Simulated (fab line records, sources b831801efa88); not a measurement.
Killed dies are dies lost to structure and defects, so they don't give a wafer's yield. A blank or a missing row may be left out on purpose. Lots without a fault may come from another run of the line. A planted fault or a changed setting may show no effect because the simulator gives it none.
Problem report in the 8D (eight disciplines) form, filled by code | flow gf180mcu | the parts of the form that need people (team, actions taken, sign-off) are left out

1. THE PROBLEM
chamber_pressure_pa at GF_V4_SPUTTER_22 reads a mean of 5.819 Pa on 2 wafers of 2 lots; wafers without a fault read 4.999 Pa with a standard deviation of 0.0099. That is +83 standard deviations from the usual mean.
The step: material TiN, target thk 10 nm, time 40 s.
First seen on wafer L987.1, day 27 16:03, on pvd_sputter-02. The record holds 39 wafers of 13 lots with a number at this step. Rule for "out", or "out of limits": more than 4 standard deviations from the usual mean. The other wafers with a number count as sound.

2. WHAT IT IS AND WHAT IT IS NOT
question                    | is                                      | is not
which readings at this step | chamber_pressure_pa, throttle_valve_pct | -
which lots                  | L986, L987                              | L100, L980, L981, L982, L983, L984, L992, L994, L996, L997, L998
which wafers of those lots  | L986.5, L987.1                          | L986.2, L986.3, L987.4, L987.6
read on which tools         | pvd_sputter-02                          | pvd_sputter-03, pvd_sputter-04
when                        | from day 27 16:03                       | up to then (17 sound wafers); but 20 sound wafers of L100, L986, L992, L994, L996, L997, L998 came after

3. SUSPECTS, AND WHAT RULES EACH OUT
Counting: a tool at a process step up to the reading stays a suspect if it ran every lot that is out. Sound lots after the first of them don't rule it out here, since some wafers of a struck lot are sound.
- pvd_sputter-02 at GF_V4_SPUTTER_22 (material TiN, target thk 10 nm, time 40 s): kept. It ran every lot that is out, first L987 (day 27 16:03); its last sound lot up to then is L984 (day 26 12:26). Its own readings are out on those wafers: chamber_pressure_pa, throttle_valve_pct.
Left after counting: pvd_sputter-02 at GF_V4_SPUTTER_22.

4. THE CAUSE (what the simulator had put in)
Process parameter drift: pvd_sputter-02, from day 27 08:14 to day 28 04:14, at GF_V4_SPUTTER_22. Setting chamber_pressure_pa, moved by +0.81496, from 5. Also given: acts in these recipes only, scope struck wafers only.
Counting left only this tool.

5. THE CHAIN OF EFFECTS, in route order
Each row: a reading whose mean over the struck wafers that have a number lies more than 3 standard deviations from the usual. Only readings for which the record gives a usual standard deviation are gone through. hours: the time from each lot's start at the first step in this table that gives one to its start at this step, as a median over the lots. sigmas: the change in usual standard deviations.
hours | step             | reading             | usual    | on struck wafers | change | sigmas
0     | GF_V4_SPUTTER_22 | chamber_pressure_pa | 4.999 Pa | 5.819            | +0.821 | +83
0     | GF_V4_SPUTTER_22 | throttle_valve_pct  | 30.2 %   | 26.2             | -3.9   | -4.4
The process steps in it:
- GF_V4_SPUTTER_22: material TiN, target thk 10 nm, time 40 s.

6. WHAT WOULD HAVE CAUGHT IT SOONER
In this record the first reading out of limits was taken at day 27 16:03, 8 hours after the fault began at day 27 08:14.
